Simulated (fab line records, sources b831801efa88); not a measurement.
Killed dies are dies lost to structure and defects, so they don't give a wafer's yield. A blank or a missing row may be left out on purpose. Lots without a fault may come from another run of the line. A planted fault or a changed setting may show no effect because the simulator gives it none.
Chamber matching | flow sky130 | SKY_POLY_GATE_ETCH_17 on rie_si-01: 4 sister chambers
The step etches poly-Si in HBr/Cl2, stops on SiO2, target depth 180 nm, time 70.5 s. 4 wafers are shown with their chamber, then 10 later ones without.

WAFERS WITH THEIR CHAMBER
wafer  | chamber | drypump_motor_current_A (A)
L085.2 | 1       | 5.9
L089.3 | 3       | 5.9
L090.2 | 2       | 5.7
L090.3 | 0       | 5.1

WAFERS WITHOUT THEIR CHAMBER
wafer  | drypump_motor_current_A (A)
L090.5 | 5.7
L093.4 | 5.9
L093.5 | 5.9
L093.6 | 5.1
L095.1 | 6.0
L095.2 | 5.8
L095.3 | 5.1
L095.4 | 5.9
L095.5 | 6.0
L095.6 | 5.8

WHICH CHAMBER EACH WENT THROUGH
wafer  | from the rows above          | in truth
L090.5 | 2                            | 2
L093.4 | can't be placed: 1 or 3      | 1
L093.5 | can't be placed: 1 or 3      | 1
L093.6 | 0                            | 0
L095.1 | can't be placed: 1 or 3      | 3
L095.2 | can't be placed: 2 or 1 or 3 | 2
L095.3 | 0                            | 0
L095.4 | can't be placed: 1 or 3      | 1
L095.5 | can't be placed: 1 or 3      | 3
L095.6 | can't be placed: 2 or 1 or 3 | 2
Placed correctly: 3 of 10. Can't be placed from these rows: 7 (the true chamber is among the candidates in 7). Placed wrongly: 0.
How it was worked out, from the rows above alone: a wafer's distance from a chamber is the root of the sum, over the readings, of the square of ((its reading less the chamber's mean) divided by the reading's scatter). The wafer belongs to the nearest chamber; if the next one is less than 2 further off, it can't be placed. A chamber's mean is the mean of its shown wafers. The scatter: with one shown wafer a chamber, the root of the mean of the squares of how far each hidden wafer lies from its nearest shown one.
